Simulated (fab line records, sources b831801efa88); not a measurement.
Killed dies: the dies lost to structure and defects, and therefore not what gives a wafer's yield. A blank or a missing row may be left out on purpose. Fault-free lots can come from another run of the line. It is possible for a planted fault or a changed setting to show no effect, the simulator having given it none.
Matching of chambers | flow sky130 | 4 sister chambers for SKY_METAL4_ETCH_17 on rie diel-03
The step etches SiO2 in C4F8/O2/Ar, stops on TiN, time 3.9 s, target depth 15 nm. 8 wafers are shown with their chamber, then 9 later ones without.

## EACH WAFER AND ITS CHAMBER
wafer  | chamber | rf fwd power W (W) | oes product au (a.u.)
L162.1 | 3       | 1480               | 0.744
L162.3 | 2       | 1466               | 0.751
L162.4 | 1       | 1464               | 0.748
L164.5 | 1       | 1467               | 0.762
L164.6 | 0       | 1479               | 0.751
L165.1 | 3       | 1485               | 0.752
L165.2 | 2       | 1468               | 0.754
L165.5 | 0       | 1476               | 0.759

## WAFERS WITHOUT THEIR CHAMBER
wafer  | rf fwd power W (W) | oes product au (a.u.)
L168.1 | 1459               | 0.737
L168.2 | 1469               | 0.761
L168.6 | 1476               | 0.763
L173.1 | 1480               | 0.739
L173.2 | 1458               | 0.746
L173.6 | 1480               | 0.740
L178.1 | 1471               | 0.757
L178.3 | 1473               | 0.755
L178.6 | 1470               | 0.748

## THE CHAMBER EACH PASSED THROUGH
wafer  | from the rows above          | in truth
L168.1 | can't be placed: 1 or 2      | 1
L168.2 | can't be placed: 2 or 1      | 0
L168.6 | 0                            | 0
L173.1 | can't be placed: 3 or 0      | 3
L173.2 | can't be placed: 1 or 2      | 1
L173.6 | can't be placed: 3 or 0      | 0
L178.1 | can't be placed: 2 or 1 or 0 | 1
L178.3 | can't be placed: 0 or 2 or 1 | 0
L178.6 | can't be placed: 2 or 1 or 0 | 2
Correct placement for 1 of the 9. Unplaceable from these rows: 8, with the true chamber sitting among the candidates in 7. 0 placed wrongly.
How it was worked out, from the rows above alone: a wafer's distance from a chamber is the root of the sum, over the readings, of the square of ((its reading less the chamber's mean) divided by the reading's scatter). If the next closest chamber is less than 2 further off than the closest, the wafer can't be placed; otherwise it belongs to the closest. The mean given for a chamber averages the wafers shown for that chamber. The scatter: the root of (the sum of the squares of (reading less its chamber's mean) over the shown wafers, divided by (wafers less chambers)).
